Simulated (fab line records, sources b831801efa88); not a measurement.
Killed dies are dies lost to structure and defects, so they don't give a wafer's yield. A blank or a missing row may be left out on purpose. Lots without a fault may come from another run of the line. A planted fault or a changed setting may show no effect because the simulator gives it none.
Which tool did it? | flow sky130 | 24 lots, 72 wafers sampled, at 5 steps of a route of 708

WHAT THE GAUGES READ, wafer by wafer
SKY_DNWELL_TW_MEAS_09.
lot  | measured    | on            | DNWELL_TW
L075 | day 3 07:33 | film_metro-04 | 1127 1121 1132
L074 | day 3 07:52 | film_metro-02 | 1117 1112 1108
L076 | day 3 20:19 | film_metro-02 | 1114 1113 1112
L077 | day 3 21:44 | film_metro-04 | 1118 1124 1120
L078 | day 4 05:55 | film_metro-02 | 1115 1120 1115
L079 | day 4 08:58 | film_metro-02 | 1112 1114 1108
L080 | day 4 12:40 | film_metro-04 | 1127 1131 1129
L081 | day 4 15:03 | film_metro-02 | 1109 1112 1111
L082 | day 4 20:31 | film_metro-01 | 1121 1123 1119
L083 | day 5 05:39 | film_metro-01 | 1114 1121 1118
L084 | day 5 13:20 | film_metro-02 | 1120 1114 1117
L085 | day 5 17:46 | film_metro-02 | 1120 1123 1124
L086 | day 5 22:55 | film_metro-02 | 1111 1113 1118
L087 | day 6 05:04 | film_metro-04 | 1133 1135 1137
L088 | day 6 07:21 | film_metro-02 | 1116 1114 1120
L089 | day 6 14:07 | film_metro-01 | 1121 1116 1121
L090 | day 6 20:15 | film_metro-01 | 1123 1112 1118
L091 | day 7 00:04 | film_metro-01 | 1115 1127 1129
L092 | day 7 05:06 | film_metro-01 | 1128 1128 1127
L093 | day 7 08:47 | film_metro-04 | 1126 1135 1136
L094 | day 7 20:09 | film_metro-02 | 1119 1116 1117
L095 | day 8 07:12 | film_metro-01 | 1129 1123 1121
L097 | day 8 18:16 | film_metro-04 | 1127 1123 1131
L096 | day 8 18:37 | film_metro-01 | 1124 1126 1121

SKY_CONTACT_RS_MEAS_25: measures by four-point-probe.
lot  | measured     | on            | CONTACT_W_RS (ohm/sq)
L075 | day 31 11:05 | film_metro-04 | 0.340 0.341 0.341
L074 | day 31 13:22 | film_metro-04 | 0.345 0.346 0.342
L076 | day 32 00:58 | film_metro-04 | 0.337 0.326 0.339
L077 | day 32 06:32 | film_metro-04 | 0.344 0.340 0.341
L078 | day 32 22:55 | film_metro-04 | 0.344 0.339 0.347
L079 | day 33 04:37 | film_metro-03 | 0.343 0.339 0.346
L080 | day 33 09:34 | film_metro-04 | 0.340 0.346 0.338
L081 | day 33 19:07 | film_metro-02 | 0.338 0.340 0.338
L082 | day 33 23:53 | film_metro-04 | 0.348 0.341 0.338
L083 | day 34 09:55 | film_metro-02 | 0.326 0.338 0.337
L084 | day 34 21:24 | film_metro-02 | 0.315 0.319 0.332
L085 | day 35 05:31 | film_metro-04 | 0.339 0.336 0.340
L086 | day 35 09:25 | film_metro-04 | 0.336 0.338 0.343
L087 | day 35 17:20 | film_metro-02 | 0.337 0.333 0.330
L088 | day 36 01:07 | film_metro-02 | 0.341 0.345 0.349
L089 | day 36 01:29 | film_metro-04 | 0.336 0.336 0.335
L090 | day 36 13:26 | film_metro-03 | 0.334 0.340 0.340
L091 | day 36 19:14 | film_metro-03 | 0.334 0.344 0.342
L092 | day 36 22:53 | film_metro-02 | 0.345 0.341 0.336
L093 | day 37 02:53 | film_metro-04 | 0.328 0.334 0.326
L094 | day 38 01:22 | film_metro-04 | 0.334 0.338 0.337
L095 | day 38 13:23 | film_metro-03 | 0.337 0.330 0.342
L097 | day 38 20:41 | film_metro-02 | 0.339 0.327 0.336
L096 | day 39 06:47 | film_metro-02 | 0.340 0.340 0.336

SKY_METAL1_RS_MEAS_05: measures by four-point-probe.
lot  | measured     | on            | METAL1_ALCU_RS (ohm/sq)
L075 | day 31 11:42 | film_metro-01 | 0.1268 0.1272 0.1261
L074 | day 31 14:05 | film_metro-01 | 0.1273 0.1270 0.1259
L076 | day 32 01:47 | film_metro-01 | 0.1272 0.1272 0.1278
L077 | day 32 07:10 | film_metro-04 | 0.1251 0.1259 0.1265
L078 | day 32 23:32 | film_metro-01 | 0.1268 0.1262 0.1267
L079 | day 33 05:14 | film_metro-04 | 0.1267 0.1274 0.1260
L080 | day 33 10:11 | film_metro-04 | 0.1252 0.1254 0.1259
L081 | day 33 19:44 | film_metro-01 | 0.1258 0.1268 0.1258
L082 | day 34 00:30 | film_metro-01 | 0.1282 0.1265 0.1268
L083 | day 34 10:32 | film_metro-02 | 0.1281 0.1290 0.1280
L084 | day 34 22:01 | film_metro-04 | 0.1239 0.1245 0.1245
L085 | day 35 06:08 | film_metro-02 | 0.1283 0.1293 0.1286
L086 | day 35 10:02 | film_metro-04 | 0.1252 0.1262 0.1281
L087 | day 35 17:58 | film_metro-02 | 0.1286 0.1264 0.1269
L088 | day 36 01:44 | film_metro-01 | 0.1271 0.1270 0.1262
L089 | day 36 02:07 | film_metro-02 | 0.1252 0.1255 0.1244
L090 | day 36 14:04 | film_metro-04 | 0.1243 0.1243 0.1246
L091 | day 36 19:52 | film_metro-04 | 0.1253 0.1257 0.1251
L092 | day 36 23:31 | film_metro-02 | 0.1254 0.1278 0.1261
L093 | day 37 03:31 | film_metro-02 | 0.1284 0.1284 0.1282
L094 | day 38 01:59 | film_metro-04 | 0.1242 0.1236 0.1236
L095 | day 38 14:02 | film_metro-02 | 0.1247 0.1259 0.1237
L097 | day 38 21:18 | film_metro-02 | 0.1270 0.1276 0.1267
L096 | day 39 07:25 | film_metro-01 | 0.1244 0.1242 0.1248

SKY_VIA1_OVL_MEAS_13.
lot  | measured     | on         | VIA1_OVL (nm)
L075 | day 33 17:44 | overlay-02 | -5 -2 -2
L074 | day 33 21:34 | overlay-02 | 0 -6 1
L076 | day 34 07:54 | overlay-02 | 1 3 4
L077 | day 34 14:16 | overlay-02 | 2 0 1
L078 | day 35 06:31 | overlay-02 | -3 3 2
L079 | day 35 10:56 | overlay-02 | -13 -5 -6
L080 | day 35 16:04 | overlay-01 | 3 6 3
L081 | day 36 01:53 | overlay-02 | -1 -2 1
L082 | day 36 06:05 | overlay-02 | 2 8 6
L083 | day 36 16:23 | overlay-01 | 0 1 6
L084 | day 37 03:11 | overlay-02 | 5 5 1
L085 | day 37 11:35 | overlay-01 | -2 -1 1
L086 | day 37 15:07 | overlay-02 | 10 11 14
L087 | day 37 23:03 | overlay-01 | 4 -3 1
L088 | day 38 07:10 | overlay-01 | 3 7 -1
L089 | day 38 07:27 | overlay-01 | 1 9 4
L090 | day 38 19:01 | overlay-02 | -1 3 7
L091 | day 39 00:58 | overlay-01 | -8 -6 -2
L092 | day 39 02:47 | overlay-01 | 0 3 1
L093 | day 39 07:53 | overlay-02 | -2 -1 -3
L094 | day 40 05:42 | overlay-02 | -8 -3 -7
L095 | day 40 17:35 | overlay-02 | -7 -6 -8
L097 | day 40 23:52 | overlay-02 | 2 -2 2
L096 | day 41 09:40 | overlay-01 | 4 6 4

WHICH TOOL RAN EACH LOT (tool, then ch and the chambers of the sampled wafers, then the start)
lot  | SKY_LI_CONTACT_STRIP_16
L075 | plasma_asher-02 ch 0,1, day 29 02:17
L074 | plasma_asher-02 ch 0,1, day 29 03:35
L076 | plasma_asher-04 ch 0,1, day 29 15:26
L077 | plasma_asher-02 ch 0,1, day 29 20:35
L078 | plasma_asher-04 ch 0,1, day 30 11:31
L079 | plasma_asher-04 ch 0,1, day 30 19:17
L080 | plasma_asher-02 ch 0,1, day 30 23:29
L081 | plasma_asher-02 ch 0,1, day 31 10:43
L082 | plasma_asher-04 ch 0,1, day 31 14:07
L083 | plasma_asher-01 ch 0,1, day 32 00:50
L084 | plasma_asher-01 ch 0,1, day 32 13:19
L085 | plasma_asher-04 ch 0,1, day 32 20:04
L086 | plasma_asher-02 ch 0,1, day 32 22:44
L087 | plasma_asher-01 ch 0,1, day 33 10:08
L088 | plasma_asher-02 ch 1, day 33 16:56
L089 | plasma_asher-02 ch 0,1, day 33 17:53
L090 | plasma_asher-02 ch 0,1, day 34 05:19
L091 | plasma_asher-04 ch 0,1, day 34 11:43
L092 | plasma_asher-01 ch 0, day 34 15:26
L093 | plasma_asher-04 ch 0,1, day 34 19:26
L094 | plasma_asher-04 ch 0,1, day 35 18:53
L095 | plasma_asher-02 ch 0,1, day 36 06:02
L097 | plasma_asher-01 ch 1, day 36 13:53
L096 | plasma_asher-04 ch 0,1, day 36 23:07
- SKY_LI_CONTACT_STRIP_16: strips in O2/N2.

WHAT THE TOOLS THEMSELVES READ (means of the sampled wafers that have a number; where no wafer has one, the mark that the record gives instead)
SKY_LI_CONTACT_STRIP_16.
lot  | tool            | drypump_motor_current_A (A) | oes_product_au (a.u.) | strip_time_to_endpoint_s (s)
L075 | plasma_asher-02 | 5.83                        | 0.379                 | 3.54
L074 | plasma_asher-02 | 5.75                        | 0.379                 | 3.52
L076 | plasma_asher-04 | 5.93                        | 0.378                 | 3.51
L077 | plasma_asher-02 | 5.75                        | 0.381                 | 3.52
L078 | plasma_asher-04 | 5.92                        | 0.376                 | 3.47
L079 | plasma_asher-04 | 5.90                        | 0.377                 | 3.54
L080 | plasma_asher-02 | 5.76                        | 0.377                 | 3.50
L081 | plasma_asher-02 | 5.75                        | 0.374                 | 3.52
L082 | plasma_asher-04 | 5.91                        | 0.376                 | 3.48
L083 | plasma_asher-01 | 5.70                        | 0.372                 | 3.46
L084 | plasma_asher-01 | 5.70                        | 0.373                 | 3.47
L085 | plasma_asher-04 | 5.91                        | 0.376                 | 3.49
L086 | plasma_asher-02 | 5.76                        | 0.379                 | 3.48
L087 | plasma_asher-01 | 5.66                        | 0.381                 | 3.47
L088 | plasma_asher-02 | 5.88                        | 0.379                 | 3.53
L089 | plasma_asher-02 | 5.76                        | 0.375                 | 3.50
L090 | plasma_asher-02 | 5.77                        | 0.377                 | 3.54
L091 | plasma_asher-04 | 5.92                        | 0.378                 | 3.49
L092 | plasma_asher-01 | 5.62                        | 0.378                 | 3.48
L093 | plasma_asher-04 | 5.95                        | 0.377                 | 3.45
L094 | plasma_asher-04 | 5.94                        | 0.376                 | 3.53
L095 | plasma_asher-02 | 5.76                        | 0.377                 | 3.56
L097 | plasma_asher-01 | 5.75                        | 0.379                 | 3.49
L096 | plasma_asher-04 | 5.91                        | 0.368                 | 3.44

THE ANSWER, worked out from the rows above alone
Rule: what is usual is taken from the lots themselves. Put in order of their means at a reading, lots are off if they are a third of the lots or fewer, leave a main group of 4 or more, and stand apart from it by a gap of 3 or more times the standard deviation of the main group's means; of several such gaps the widest counts. A main group whose means are all the same, to the digits that the tables above print for the reading, isn't used. A lot without any number at a reading at which 4 lots or more have one is off too. The other lots that the step has rows for count as sound. The gauges are gone through in route order, then the tools' own readings, and for those a lot's mean is taken as printed above. The first step at which some lot is off is used, and at that step the reading that is off furthest; a lot without a number counts as furthest.
No lot is off at any reading shown: from this, nothing can be told.

WHAT THE SIMULATOR HAD PUT IN
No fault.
